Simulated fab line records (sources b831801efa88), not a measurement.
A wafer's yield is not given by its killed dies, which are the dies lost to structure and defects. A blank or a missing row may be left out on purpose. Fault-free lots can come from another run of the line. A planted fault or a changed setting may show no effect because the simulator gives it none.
A single fault, viewed from 2 desks ; flow sky130 ; only its own numbers are on each desk; what lay behind them is given at the end

FROM THE METROLOGY DESK
Lot by lot, what the gauges showed, no matter which tool ran the lot: averages of those sampled wafers that carry a number. The brackets show how far a lot's mean lies from the usual mean; more than 4 standard deviations puts the lot out of limits, marked OUT.
Columns: A = VIA4_W_RS at SKY_VIA4_RS_MEAS_19, usual 0.2277 ohm/sq; B = VIA4_W_THK at SKY_VIA4_THK_MEAS_20, usual 511 nm; C = METAL5_ALCU_RS at SKY_METAL5_RS_MEAS_05, usual 0.0271 ohm/sq; D = METAL5_ALCU_THK at SKY_METAL5_THK_MEAS_06, usual 1130 nm
lot;first seen here;A;B;C;D
L100;day 45 09:35;0.2265;512;0.0274;1115
L101;day 45 14:32;0.2258;513;0.0267;1151
L104;day 46 17:51;0.2288;508;0.0271;1121
L106;day 46 19:19;0.2270;510;0.0277;1105
L105;day 46 22:50;0.2311;499;0.0278;1099
L109;day 47 13:19;0.2287;504;0.0268;1133
This desk's verdict: no lot among the 6 shows anything out of limits.

FOR THE TOOL OWNER'S DESK: pvd sputter-01
The tool's own readings at SKY_METAL5_SPUTTER_02 (material AlCu, target thk 1150 nm, time 61.2 s): means of the sampled wafers that have a number, for each lot that ran on this tool. The brackets show how far a lot's mean lies from the usual mean; more than 4 standard deviations puts the lot out of limits, marked OUT.
Columns: A = chamber pressure pa at SKY_METAL5_SPUTTER_02, usual 0.3999 Pa; B = throttle valve pct at SKY_METAL5_SPUTTER_02, usual 30.6 %
lot;first seen here;A;B
L100;day 45 10:04;0.3996;29.6
L106;day 46 19:49;0.4326 (+41) OUT;29.5
L105;day 46 23:22;0.4310 (+39) OUT;29.0
Finding of this desk: L105, L106 out of limits; the first was L106 at day 46 19:49, on chamber pressure pa at SKY_METAL5_SPUTTER_02. L100 stayed within limits.

BROUGHT TOGETHER
At day 46 19:49, on L105, L106, the tool owner's desk was in a position to raise an alarm.
At the metrology desk, nothing out of limits was observed.
The metrology desk holds a record of L105, L106, inside its limits.
SKY_METAL5_SPUTTER_02 was run on pvd sputter-01 by each of the lots named.

WHAT WAS PUT IN BY THE SIMULATOR
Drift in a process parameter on pvd sputter-01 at SKY_METAL5_SPUTTER_02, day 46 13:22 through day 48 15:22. From 0.4, the setting chamber pressure pa moved by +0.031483. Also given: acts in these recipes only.
Lots struck among those shown: L105, L106.
Delay in hours, fault start to first out-of-limits reading, by desk: the tool owner's desk at 6.
